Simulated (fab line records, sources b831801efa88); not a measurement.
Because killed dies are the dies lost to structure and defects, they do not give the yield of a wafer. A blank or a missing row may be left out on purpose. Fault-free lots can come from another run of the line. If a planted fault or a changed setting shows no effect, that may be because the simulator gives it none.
A sampling plan put to the test	flow gf180mcu	one line in one fab, 59 faults in these records, each fault weighed on the records of the lots it struck
Plan = the line's own looks (route steps where a gauge or an inspection reads the wafer without altering it). Where struck wafers have a number at a look and the file lists that look's usual mean and standard deviation on fault-free wafers, the look can be judged. Caught: the struck wafers' mean, at a look after the fault's first step, is 4 or more of those standard deviations (sigma) away from the usual mean. On the tool: here the same test is run on the tool's own readings at the fault's steps. Another recipe on the struck wafers, or a record that is blank for them alone, also counts as caught.

## THE FAULTS, as the simulator had put them in
1. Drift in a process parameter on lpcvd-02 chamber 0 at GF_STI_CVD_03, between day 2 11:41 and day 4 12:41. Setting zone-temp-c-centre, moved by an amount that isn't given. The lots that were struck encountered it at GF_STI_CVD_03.
2. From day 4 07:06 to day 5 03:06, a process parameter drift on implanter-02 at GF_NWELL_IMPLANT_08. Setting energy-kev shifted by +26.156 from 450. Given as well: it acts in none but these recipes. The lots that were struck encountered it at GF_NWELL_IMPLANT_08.
3. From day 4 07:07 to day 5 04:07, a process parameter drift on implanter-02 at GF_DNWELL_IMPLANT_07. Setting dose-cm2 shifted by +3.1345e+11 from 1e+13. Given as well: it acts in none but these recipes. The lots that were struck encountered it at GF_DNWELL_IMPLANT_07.
4. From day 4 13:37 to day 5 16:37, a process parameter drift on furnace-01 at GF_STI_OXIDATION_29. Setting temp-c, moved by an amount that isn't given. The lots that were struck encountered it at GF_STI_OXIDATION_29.
5. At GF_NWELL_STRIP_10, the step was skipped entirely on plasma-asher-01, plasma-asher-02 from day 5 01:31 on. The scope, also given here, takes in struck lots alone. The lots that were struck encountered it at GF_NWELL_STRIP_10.
6. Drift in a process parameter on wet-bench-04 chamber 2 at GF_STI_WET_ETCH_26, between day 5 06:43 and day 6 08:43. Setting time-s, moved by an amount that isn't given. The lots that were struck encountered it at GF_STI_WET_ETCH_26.
7. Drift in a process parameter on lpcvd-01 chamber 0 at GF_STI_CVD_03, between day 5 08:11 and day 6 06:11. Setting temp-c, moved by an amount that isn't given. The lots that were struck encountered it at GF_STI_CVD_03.
8. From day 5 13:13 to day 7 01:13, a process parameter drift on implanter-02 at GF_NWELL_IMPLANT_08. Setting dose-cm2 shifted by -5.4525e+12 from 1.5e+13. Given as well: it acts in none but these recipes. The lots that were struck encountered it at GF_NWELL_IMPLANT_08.
9. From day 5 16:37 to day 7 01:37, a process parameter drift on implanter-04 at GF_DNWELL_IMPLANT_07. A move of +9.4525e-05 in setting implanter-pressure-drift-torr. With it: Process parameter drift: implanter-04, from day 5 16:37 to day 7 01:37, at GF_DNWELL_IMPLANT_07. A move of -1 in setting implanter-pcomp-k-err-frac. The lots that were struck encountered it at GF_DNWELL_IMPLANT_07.
10. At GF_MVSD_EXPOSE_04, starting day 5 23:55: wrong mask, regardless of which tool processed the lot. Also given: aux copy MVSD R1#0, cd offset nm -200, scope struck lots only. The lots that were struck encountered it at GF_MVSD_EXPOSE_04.
11. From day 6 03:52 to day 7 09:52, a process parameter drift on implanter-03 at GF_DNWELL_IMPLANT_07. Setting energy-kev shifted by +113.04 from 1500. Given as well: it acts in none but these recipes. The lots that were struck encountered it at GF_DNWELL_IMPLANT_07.
12. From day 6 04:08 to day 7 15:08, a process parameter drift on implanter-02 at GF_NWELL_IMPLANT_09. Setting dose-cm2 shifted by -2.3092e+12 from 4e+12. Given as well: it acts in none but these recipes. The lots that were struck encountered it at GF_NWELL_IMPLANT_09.
13. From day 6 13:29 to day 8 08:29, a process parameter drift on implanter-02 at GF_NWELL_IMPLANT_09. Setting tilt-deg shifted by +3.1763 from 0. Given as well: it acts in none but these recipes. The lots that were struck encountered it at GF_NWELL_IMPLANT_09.
14. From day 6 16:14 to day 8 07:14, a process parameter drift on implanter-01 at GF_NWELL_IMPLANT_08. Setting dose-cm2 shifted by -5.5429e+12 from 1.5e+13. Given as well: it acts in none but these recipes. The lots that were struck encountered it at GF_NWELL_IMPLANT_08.
15. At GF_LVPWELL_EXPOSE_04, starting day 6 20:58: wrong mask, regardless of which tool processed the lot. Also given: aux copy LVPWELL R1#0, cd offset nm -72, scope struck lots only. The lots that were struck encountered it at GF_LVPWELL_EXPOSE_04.
16. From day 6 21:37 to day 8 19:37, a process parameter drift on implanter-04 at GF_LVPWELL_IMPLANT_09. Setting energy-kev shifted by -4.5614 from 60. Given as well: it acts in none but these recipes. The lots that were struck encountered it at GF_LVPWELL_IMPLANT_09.
17. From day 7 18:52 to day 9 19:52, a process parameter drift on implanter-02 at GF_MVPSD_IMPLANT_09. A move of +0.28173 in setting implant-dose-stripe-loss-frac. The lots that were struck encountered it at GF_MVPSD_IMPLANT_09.
18. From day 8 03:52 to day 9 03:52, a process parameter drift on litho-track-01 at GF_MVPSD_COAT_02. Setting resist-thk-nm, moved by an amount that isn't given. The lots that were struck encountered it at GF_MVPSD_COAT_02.
19. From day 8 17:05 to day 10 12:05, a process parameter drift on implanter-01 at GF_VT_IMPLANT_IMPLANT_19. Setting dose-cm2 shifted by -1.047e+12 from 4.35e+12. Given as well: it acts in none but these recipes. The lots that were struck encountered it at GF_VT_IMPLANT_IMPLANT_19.
20. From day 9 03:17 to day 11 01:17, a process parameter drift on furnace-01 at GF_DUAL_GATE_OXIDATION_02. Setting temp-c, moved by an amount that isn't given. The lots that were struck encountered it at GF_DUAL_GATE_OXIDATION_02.
21. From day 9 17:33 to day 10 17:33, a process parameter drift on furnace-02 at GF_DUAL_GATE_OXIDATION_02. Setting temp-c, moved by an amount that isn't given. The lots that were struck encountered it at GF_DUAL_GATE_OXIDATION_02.
22. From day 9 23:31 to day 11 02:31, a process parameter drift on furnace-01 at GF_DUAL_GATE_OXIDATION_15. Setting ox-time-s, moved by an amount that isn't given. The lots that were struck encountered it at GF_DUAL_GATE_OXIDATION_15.
23. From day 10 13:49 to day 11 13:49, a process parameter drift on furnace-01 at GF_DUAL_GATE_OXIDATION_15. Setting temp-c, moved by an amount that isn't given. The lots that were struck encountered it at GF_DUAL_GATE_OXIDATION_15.
24. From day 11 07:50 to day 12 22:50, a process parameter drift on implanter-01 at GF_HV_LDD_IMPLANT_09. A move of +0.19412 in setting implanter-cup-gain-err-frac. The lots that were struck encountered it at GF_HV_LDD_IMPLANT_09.
25. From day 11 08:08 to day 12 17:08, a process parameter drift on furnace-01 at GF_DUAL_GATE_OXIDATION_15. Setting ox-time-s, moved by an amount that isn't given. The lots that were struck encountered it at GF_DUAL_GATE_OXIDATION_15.
26. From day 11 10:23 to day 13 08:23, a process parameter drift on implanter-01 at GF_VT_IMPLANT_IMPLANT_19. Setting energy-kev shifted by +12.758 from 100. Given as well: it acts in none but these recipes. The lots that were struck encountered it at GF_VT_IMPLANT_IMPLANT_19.
27. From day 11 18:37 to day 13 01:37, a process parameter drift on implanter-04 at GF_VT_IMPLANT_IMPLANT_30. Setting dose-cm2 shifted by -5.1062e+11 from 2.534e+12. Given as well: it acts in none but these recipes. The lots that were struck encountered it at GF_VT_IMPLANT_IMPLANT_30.
28. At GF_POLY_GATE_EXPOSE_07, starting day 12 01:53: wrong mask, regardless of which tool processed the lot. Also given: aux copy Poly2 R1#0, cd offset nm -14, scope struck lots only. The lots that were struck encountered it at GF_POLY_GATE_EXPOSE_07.
29. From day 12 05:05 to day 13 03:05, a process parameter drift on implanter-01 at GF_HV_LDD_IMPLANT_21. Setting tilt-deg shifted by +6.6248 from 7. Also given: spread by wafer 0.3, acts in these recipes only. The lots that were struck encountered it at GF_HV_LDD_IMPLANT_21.
30. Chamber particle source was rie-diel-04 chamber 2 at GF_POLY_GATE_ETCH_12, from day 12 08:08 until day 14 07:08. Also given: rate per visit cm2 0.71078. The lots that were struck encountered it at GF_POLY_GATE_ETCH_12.
31. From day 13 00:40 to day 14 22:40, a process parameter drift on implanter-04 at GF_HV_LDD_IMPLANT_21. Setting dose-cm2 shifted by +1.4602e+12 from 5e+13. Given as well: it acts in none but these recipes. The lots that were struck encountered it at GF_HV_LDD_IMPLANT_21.
32. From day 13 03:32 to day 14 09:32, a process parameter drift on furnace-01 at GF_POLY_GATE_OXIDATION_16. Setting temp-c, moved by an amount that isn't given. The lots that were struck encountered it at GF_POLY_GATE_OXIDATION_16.
33. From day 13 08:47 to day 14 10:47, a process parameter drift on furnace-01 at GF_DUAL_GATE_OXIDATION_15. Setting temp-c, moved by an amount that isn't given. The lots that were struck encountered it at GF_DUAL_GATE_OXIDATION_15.
34. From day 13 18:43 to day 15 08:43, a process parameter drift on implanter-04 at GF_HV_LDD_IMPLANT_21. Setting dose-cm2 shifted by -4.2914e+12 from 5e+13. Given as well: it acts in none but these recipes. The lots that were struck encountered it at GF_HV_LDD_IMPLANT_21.
35. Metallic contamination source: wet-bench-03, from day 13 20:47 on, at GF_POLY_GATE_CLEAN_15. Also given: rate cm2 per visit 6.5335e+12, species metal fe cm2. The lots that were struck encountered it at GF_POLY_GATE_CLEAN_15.
36. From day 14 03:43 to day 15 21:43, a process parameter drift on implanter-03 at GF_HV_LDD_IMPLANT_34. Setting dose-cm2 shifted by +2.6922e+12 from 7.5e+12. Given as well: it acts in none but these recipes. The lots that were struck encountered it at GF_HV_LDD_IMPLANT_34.
37. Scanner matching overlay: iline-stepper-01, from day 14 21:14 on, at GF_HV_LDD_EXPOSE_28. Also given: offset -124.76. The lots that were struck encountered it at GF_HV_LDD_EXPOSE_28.
38. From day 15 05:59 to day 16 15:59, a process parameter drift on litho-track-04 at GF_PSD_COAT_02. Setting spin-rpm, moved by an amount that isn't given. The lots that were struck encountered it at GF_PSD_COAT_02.
39. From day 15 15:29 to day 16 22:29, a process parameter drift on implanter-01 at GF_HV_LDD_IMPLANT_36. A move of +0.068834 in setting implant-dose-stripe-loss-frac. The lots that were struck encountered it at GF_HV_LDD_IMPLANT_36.
40. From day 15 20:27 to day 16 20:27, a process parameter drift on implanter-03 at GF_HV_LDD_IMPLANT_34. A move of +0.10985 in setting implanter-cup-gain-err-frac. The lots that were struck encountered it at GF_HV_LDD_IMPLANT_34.
41. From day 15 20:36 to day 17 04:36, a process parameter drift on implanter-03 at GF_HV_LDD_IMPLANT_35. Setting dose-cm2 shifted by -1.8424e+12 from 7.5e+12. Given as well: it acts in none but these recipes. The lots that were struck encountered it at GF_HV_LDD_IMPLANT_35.
42. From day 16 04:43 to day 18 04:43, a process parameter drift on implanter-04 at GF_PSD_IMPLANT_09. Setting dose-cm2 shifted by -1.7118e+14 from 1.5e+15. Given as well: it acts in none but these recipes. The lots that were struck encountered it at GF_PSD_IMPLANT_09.
43. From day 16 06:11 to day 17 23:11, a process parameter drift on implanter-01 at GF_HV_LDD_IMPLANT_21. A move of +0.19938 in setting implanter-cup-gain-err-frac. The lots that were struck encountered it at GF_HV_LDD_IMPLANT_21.
44. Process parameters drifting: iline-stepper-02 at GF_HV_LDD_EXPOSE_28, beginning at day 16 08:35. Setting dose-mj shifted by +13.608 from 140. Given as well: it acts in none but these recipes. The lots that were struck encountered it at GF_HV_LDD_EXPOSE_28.
45. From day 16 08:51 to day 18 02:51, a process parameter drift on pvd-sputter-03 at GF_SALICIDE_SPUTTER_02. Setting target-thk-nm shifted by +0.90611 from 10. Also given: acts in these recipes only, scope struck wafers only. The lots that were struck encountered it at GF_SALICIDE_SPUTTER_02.
46. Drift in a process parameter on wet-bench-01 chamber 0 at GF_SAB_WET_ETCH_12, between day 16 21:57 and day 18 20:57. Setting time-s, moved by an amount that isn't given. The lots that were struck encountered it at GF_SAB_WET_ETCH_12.
47. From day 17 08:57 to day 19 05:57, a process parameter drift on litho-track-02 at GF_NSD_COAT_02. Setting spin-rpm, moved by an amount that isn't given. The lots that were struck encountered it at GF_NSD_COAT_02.
48. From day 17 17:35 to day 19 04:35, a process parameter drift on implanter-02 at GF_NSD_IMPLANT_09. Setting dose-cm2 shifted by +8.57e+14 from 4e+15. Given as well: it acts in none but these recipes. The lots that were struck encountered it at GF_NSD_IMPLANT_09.
49. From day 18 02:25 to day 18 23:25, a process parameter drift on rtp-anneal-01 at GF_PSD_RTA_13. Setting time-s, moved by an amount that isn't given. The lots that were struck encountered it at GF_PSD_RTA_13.
50. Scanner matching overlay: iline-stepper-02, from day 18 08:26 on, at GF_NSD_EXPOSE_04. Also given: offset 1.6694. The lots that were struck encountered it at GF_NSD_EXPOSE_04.
51. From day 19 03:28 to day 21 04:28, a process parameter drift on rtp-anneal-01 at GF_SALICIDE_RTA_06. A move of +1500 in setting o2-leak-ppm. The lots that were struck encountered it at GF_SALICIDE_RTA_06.
52. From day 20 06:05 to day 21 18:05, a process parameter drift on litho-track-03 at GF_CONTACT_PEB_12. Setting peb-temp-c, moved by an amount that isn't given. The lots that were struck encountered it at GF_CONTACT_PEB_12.
53. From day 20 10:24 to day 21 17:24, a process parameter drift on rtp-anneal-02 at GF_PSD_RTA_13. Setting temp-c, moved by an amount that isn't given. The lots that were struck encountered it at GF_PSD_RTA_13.
54. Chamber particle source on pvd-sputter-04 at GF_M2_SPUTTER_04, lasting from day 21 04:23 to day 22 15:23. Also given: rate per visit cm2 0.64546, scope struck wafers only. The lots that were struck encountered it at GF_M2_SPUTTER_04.
55. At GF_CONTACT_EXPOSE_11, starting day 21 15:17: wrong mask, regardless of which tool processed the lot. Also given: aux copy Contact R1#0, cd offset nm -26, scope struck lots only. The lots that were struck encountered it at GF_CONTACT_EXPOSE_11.
56. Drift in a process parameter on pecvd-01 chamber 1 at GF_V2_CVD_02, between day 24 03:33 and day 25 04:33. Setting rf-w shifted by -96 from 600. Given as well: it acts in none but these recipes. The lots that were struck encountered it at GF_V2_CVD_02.
57. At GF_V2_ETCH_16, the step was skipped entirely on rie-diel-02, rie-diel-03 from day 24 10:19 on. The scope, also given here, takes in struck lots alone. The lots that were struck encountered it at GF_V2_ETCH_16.
58. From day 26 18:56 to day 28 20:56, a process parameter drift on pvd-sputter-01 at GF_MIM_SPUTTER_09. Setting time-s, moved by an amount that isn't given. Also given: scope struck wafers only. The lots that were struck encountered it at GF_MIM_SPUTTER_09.
59. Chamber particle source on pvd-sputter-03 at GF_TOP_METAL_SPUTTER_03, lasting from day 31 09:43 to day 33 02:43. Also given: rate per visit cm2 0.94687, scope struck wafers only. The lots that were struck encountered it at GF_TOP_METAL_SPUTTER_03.

## WHAT THE PLAN SAW
fault	on the tool itself	first look that catches it	reading, sigma	median hours from its first step to that look	hours from the fault's start to the first struck lot there	judged looks passed uncaught
1	spike-tc-centre-C +12 sigma	GF_STI_THK_MEAS_04	STI_CVD_03_THK +9.9	2.5	4	0
2	beam-energy-keV +99 or beyond sigma	none of the 2 looks that can be judged after it	strongest: NWELL_RS at GF_VT_IMPLANT_RS_MEAS_47, -3.8	-	-	2
3	dose-ions-cm2 +30 sigma	no look after it can be judged	-	-	-	0
4	tube-center-temp-C -99 or beyond sigma	GF_STI_THK_MEAS_30	STI_OXIDATION_02_THK -25	1.4	4	0
5	the tool's record is blank for the struck wafers	GF_LVPWELL_TW_MEAS_11	LVPWELL_TW -48	14.5	19	0
6	run-length-s -18 sigma	none of the 4 looks that can be judged after it	-	-	-	4
7	susceptor-temp-C -39 sigma	GF_STI_THK_MEAS_04	STI_CVD_03_THK -27	2.0	20	0
8	dose-ions-cm2 -99 or beyond sigma	GF_NWELL_TW_MEAS_11	NWELL_TW -5.0	0.4	8	0
9	end-station-pressure-torr +99 or beyond sigma	no look after it can be judged	-	-	-	0
10	under 2 sigma	not the one look that can be judged after it	-	-	-	1
11	beam-energy-keV +99 or beyond sigma	no look after it can be judged	-	-	-	0
12	dose-ions-cm2 -99 or beyond sigma	GF_VT_IMPLANT_RS_MEAS_47	NWELL_RS +36	119.2	126	0
13	tilt-deg +99 or beyond sigma	GF_VT_IMPLANT_RS_MEAS_47	NWELL_RS -5.2	120.1	122	0
14	dose-ions-cm2 -99 or beyond sigma	GF_NWELL_TW_MEAS_11	NWELL_TW -5.0	0.4	12	0
15	no reading that can be judged	no look after it can be judged	-	-	-	0
16	beam-energy-keV -99 or beyond sigma	none of the 5 looks that can be judged after it	-	-	-	5
17	under 2 sigma	none of the 2 looks that can be judged after it	strongest: MVPSD_RS at GF_VT_IMPLANT_RS_MEAS_49, +3.3	-	-	2
18	no reading that can be judged	not the one look that can be judged after it	-	-	-	1
19	dose-ions-cm2 -99 or beyond sigma	GF_VT_IMPLANT_TW_MEAS_21	VT_IMPLANT_2_TW -9.3	0.2	6	0
20	spike-tc-centre-C +9.4 sigma	GF_DUAL_GATE_THK_MEAS_03	DUAL_GATE_OXIDATION_00_THK +5.2	1.4	5	0
21	tube-center-temp-C -97 sigma	GF_DUAL_GATE_THK_MEAS_03	DUAL_GATE_OXIDATION_00_THK -5.1	1.5	7	0
22	under 2 sigma	no look after it can be judged	-	-	-	0
23	tube-center-temp-C +99 or beyond sigma	no look after it can be judged	-	-	-	0
24	faraday-current-uA +9.5 sigma	GF_HV_LDD_RS_MEAS_53	HV_LDD_RS +25	61.2	64	1
25	under 2 sigma	no look after it can be judged	-	-	-	0
26	beam-energy-keV +99 or beyond sigma	GF_VT_IMPLANT_TW_MEAS_21	VT_IMPLANT_2_TW +4.9	0.2	3	0
27	dose-ions-cm2 -99 or beyond sigma	GF_VT_IMPLANT_TW_MEAS_32	VT_IMPLANT_3_TW -7.5	0.2	8	0
28	no reading that can be judged	GF_POLY_GATE_CD_MEAS_10	cd-nm -9.7	10.2	12	0
29	no reading that can be judged	none of the 7 looks that can be judged after it	-	-	-	7
30	under 2 sigma	not the one look that can be judged after it	-	-	-	1
31	dose-ions-cm2 +25 sigma	no look after it can be judged	-	-	-	0
32	tube-center-temp-C +99 or beyond sigma	GF_POLY_GATE_THK_MEAS_17	POLY_GATE_OXIDATION_THK +12	1.3	6	0
33	tube-center-temp-C +99 or beyond sigma	no look after it can be judged	-	-	-	0
34	dose-ions-cm2 -72 sigma	no look after it can be judged	-	-	-	0
35	no reading that can be judged	none of the 8 looks that can be judged after it	-	-	-	8
36	dose-ions-cm2 +99 or beyond sigma	GF_HV_LDD_RS_MEAS_53	HV_LDD_RS -5.9	22.9	48	0
37	under 2 sigma	GF_HV_LDD_OVL_MEAS_32	HV_LDD_02_OVL -72	10.8	18	0
38	spin-speed-rpm +68 sigma	not the one look that can be judged after it	-	-	-	1
39	under 2 sigma	none of the 7 looks that can be judged after it	-	-	-	7
40	faraday-current-uA +5.5 sigma	no look after it can be judged	-	-	-	0
41	dose-ions-cm2 -99 or beyond sigma	not the one look that can be judged after it	strongest: HV_LDD_RS at GF_HV_LDD_RS_MEAS_53, +3.5	-	-	1
42	dose-ions-cm2 -99 or beyond sigma	GF_PSD_RS_MEAS_15	PSD_RS +20	0.6	11	0
43	faraday-current-uA +10 sigma	GF_HV_LDD_TW_MEAS_23	HV_LDD_2_TW -4.4	0.2	4	0
44	exposure-dose-mJ-cm2 +90 sigma	GF_HV_LDD_CD_MEAS_31	cd-nm +11	11.4	17	0
45	under 2 sigma	GF_SALICIDE_RS_MEAS_04	SALICIDE_TIN_RS -5.1	0.0	9	0
46	run-length-s -23 sigma	no look after it can be judged	-	-	-	0
47	spin-speed-rpm +67 sigma	none of the 2 looks that can be judged after it	-	-	-	2
48	dose-ions-cm2 +99 or beyond sigma	GF_PSD_RS_MEAS_14	NSD_RS -12	25.4	44	2
49	run-length-s -4.8 sigma	GF_PSD_RS_MEAS_14	NSD_RS +17	0.2	4	0
50	under 2 sigma	no look after it can be judged	-	-	-	0
51	chamber-o2-ppm +99 or beyond sigma	no look after it can be judged	-	-	-	0
52	heater-power-total-W +31 sigma	GF_CONTACT_CD_MEAS_14	cd-nm +4.1	0.3	3	0
53	under 2 sigma	GF_PSD_RS_MEAS_14	NSD_RS -26	0.1	21	0
54	under 2 sigma	not the one look that can be judged after it	-	-	-	1
55	no reading that can be judged	GF_CONTACT_CD_MEAS_14	cd-nm -12	11.6	17	0
56	rf-fwd-power-W -48 sigma	GF_V2_THK_MEAS_03	V2_CVD_02_THK -4.2	0.1	14	0
57	the tool's record is blank for the struck wafers	no look after it can be judged	-	-	-	0
58	under 2 sigma	none of the 4 looks that can be judged after it	strongest: cd-nm at GF_M5_CD_MEAS_07, +2.0	-	-	4
59	under 2 sigma	none of the 2 looks that can be judged after it	-	-	-	2
A dash: the fault isn't caught, or these records don't give the number.

Caught at a look: 28 of 59. Caught on the tool: 40 of 59. By one or the other: 45 of 59.
On the tool alone, faults 2, 3, 6, 9, 11, 16, 23, 31, 33, 34, 38, 40, 41, 46, 47, 51, 57 were caught.
Caught at a look alone: faults 28, 37, 45, 53, 55.
Caught by neither: faults 10, 15, 17, 18, 22, 25, 29, 30, 35, 39, 50, 54, 58, 59.

## THINNER SAMPLING
If the look that catches a fault measured only every second or every third lot, by lot number, the first struck lot would be measured this late in the worst case:
fault	struck lots at that look, in order of time	every lot	every second lot	every third lot
1	L503, L507	4 h	may miss all 2	may miss all 2
4	L887, L888, L892	4 h	10 h	26 h
5	L223, L224	19 h	29 h	may miss all 2
7	L444	20 h	may miss it	may miss it
8	L628, L630	8 h	may miss all 2	may miss all 2
12	L627, L628	126 h	131 h	may miss all 2
13	L434, L435	122 h	125 h	may miss all 2
14	L114, L117	12 h	29 h	may miss all 2
19	L687, L690	6 h	28 h	may miss all 2
20	L995, L998	5 h	33 h	may miss all 2
21	L734, L736	7 h	may miss all 2	may miss all 2
24	L799, L801, L802	64 h	92 h	may miss all 3
26	L604, L605, L606	3 h	10 h	16 h
27	L324, L327	8 h	29 h	may miss all 2
28	L441	12 h	may miss it	may miss it
32	L349, L350	6 h	11 h	may miss all 2
36	L157, L158	48 h	58 h	may miss all 2
37	L829, L831	18 h	may miss all 2	may miss all 2
42	L937, L939	11 h	may miss all 2	may miss all 2
43	L539, L541	4 h	may miss all 2	may miss all 2
44	L147, L149	17 h	may miss all 2	may miss all 2
45	L405	9 h	may miss it	may miss it
48	L557, L558	44 h	49 h	may miss all 2
49	L658, L659	4 h	13 h	may miss all 2
52	L460, L461	3 h	12 h	may miss all 2
53	L301, L302	21 h	30 h	may miss all 2
55	L989	17 h	may miss it	may miss it
56	L413	14 h	may miss it	may miss it
Hours count from the start of the fault until the first struck lot that is measured. The limit of 4 sigma was tested on all struck wafers together, so one lot alone may lie under it. Other struck lots may not be in these records.

## THE LONGEST TIMED WAY FROM STEP TO LOOK
For fault 13, GF_NWELL_IMPLANT_09 and GF_VT_IMPLANT_RS_MEAS_47 are separated by a median of 120.1 hours. No look between them can be judged.
